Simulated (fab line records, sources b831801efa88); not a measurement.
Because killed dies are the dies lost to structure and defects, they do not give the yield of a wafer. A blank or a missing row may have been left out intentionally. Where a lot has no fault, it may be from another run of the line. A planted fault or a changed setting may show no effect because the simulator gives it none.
A lot that was struck, set against a sound lot :: flow sky130 :: 17 steps out of a route of 708
Sound: the wafers L315.2, L315.3, L315.6. Struck: wafer L326.1. (L326.5 of the same lot was not struck and is left out.) The cause comes at the end.
Per side, at each step with rows, come the tool, then ch with its chambers, and then its first start. Under that, the readings that differ: sound wafers :: struck wafers :: difference of the means :: sigmas: that difference in standard deviations of wafers without a fault.
alike: readings whose means differ by less than 2 such deviations, and words and numbers that are the same on both sides. not compared: withheld readings, readings that some wafer has no value for, bounds like >300 that may hide the same value, and numbers for which the record gives no deviation and whose values overlap.
The two part at a step that has a row with sigmas, a row that says differs or no value, or rows on one side only. When numbers do not overlap yet have no deviation, they are printed without sigmas and do not part them. Lack of a reading on every wafer of one side parts them only where that side has two or more wafers.

first, 3 steps without rows for these wafers: SKY_VIA1_EXPOSE_09 (exposes mask VIM, target cd 150 nm); SKY_VIA1_PEB_10; SKY_VIA1_DEVELOP_11 (develop time 60 s).
SKY_VIA1_CD_MEAS_12: target cd 150 nm.
  sound on cd-sem-01, day 34 13:01; struck on cd-sem-02, day 37 17:02
  alike: cd-nm
SKY_VIA1_OVL_MEAS_13:
  sound on overlay-01, day 34 13:07; struck on overlay-02, day 37 17:09
reading: VIA1_OVL (nm)
sound: 2 -7 -4
struck: 8
difference: +11
sigmas: +2
SKY_VIA1_ETCH_14: etches BARC in N2/H2, stops on SiO2, time 45.9 s, target depth 60 nm.
  sound on rie-diel-04 ch 0,1,2, day 34 13:09; struck on rie-diel-01 ch 0, day 37 17:11
  alike: drypump-motor-current-A, oes-product-au, throttle-valve-pct
  not compared: rf-hours-counter-h
SKY_VIA1_ETCH_15: etches SiO2 in C4F8/O2/Ar, stops on TiN, target depth 351 nm, time 54 s.
  sound on rie-diel-04 ch 0,1,2, day 34 13:11; struck on rie-diel-01 ch 0, day 37 17:14
  alike: oes-product-au
  not compared: rf-hours-counter-h
SKY_VIA1_STRIP_16: strips in O2/N2.
  sound on plasma-asher-01 ch 0,1, day 34 13:14; struck on plasma-asher-04 ch 1, day 37 17:16
  alike: drypump-motor-current-A, oes-product-au, strip-time-to-endpoint-s
  not compared: rf-hours-counter-h
then, 3 steps without rows for these wafers: SKY_VIA1_STRIP_17 (strips in post etch residue remover, time 1200 s); SKY_VIA1_CLEAN_18 (cleans in IPA, time 180 s); SKY_VIA1_CLEAN_19 (cleans in O3/DIW).
SKY_VIA1_SPUTTER_20: material TiN, target thk 20 nm, time 80 s.
  sound on pvd-sputter-01, day 34 13:50; struck on pvd-sputter-04, day 37 17:54
  alike: throttle-valve-pct
SKY_VIA1_CVD_21: deposits W, target thk 270 nm, time 80.902 s.
  sound on cvd-w-01 ch 0,1, day 34 13:53; struck on cvd-w-01 ch 0, day 37 17:58
reading: model.W_of_VIA1_CVD_21.thk-nm (nm)
sound: 268.3 267.8 271.7
struck: 252.5
difference: -16.8
sigmas: 
  alike: heater-power-w
  not compared: since-wet-clean-h
SKY_VIA1_RS_MEAS_22: a four-point-probe measurement.
  sound on film-metro-04, day 34 14:01; struck on film-metro-01, day 37 18:03
reading: VIA1_W_RS (ohm/sq)
sound: 0.431 0.431 0.425
struck: 0.456
difference: +0.027
sigmas: +6
SKY_VIA1_THK_MEAS_23: measures by xrf.
  sound on film-metro-04, day 34 14:07; struck on film-metro-01, day 37 18:10
reading: VIA1_W_THK (nm)
sound: 267 266 269
struck: 253
difference: -14
sigmas: -4
SKY_VIA1_CMP_24: polishes, stops on SiO2, t overpolish 15 s, target thk 0 nm.
  sound on cmp-02 ch 0,1,2, day 34 14:10; struck on cmp-01 ch 1, day 37 18:20
  alike: motor-current-A, slurry-filter-dp-kPa
-- the record jumps here: 11 days lie between the struck wafers' starts before and after (it left off in module VIA1 and takes up again in module PAD_OPEN, whose first step shown is number 708 of the route) --
SKY_PAD_OPEN_PROBE_99:
  the record has rows for the struck wafers here (prober-02, day 48 14:59) and none for the sound ones

WHERE THEY PART
First at SKY_VIA1_OVL_MEAS_13; last, within this record, at SKY_PAD_OPEN_PROBE_99.

WHY: what had been put in by the simulator
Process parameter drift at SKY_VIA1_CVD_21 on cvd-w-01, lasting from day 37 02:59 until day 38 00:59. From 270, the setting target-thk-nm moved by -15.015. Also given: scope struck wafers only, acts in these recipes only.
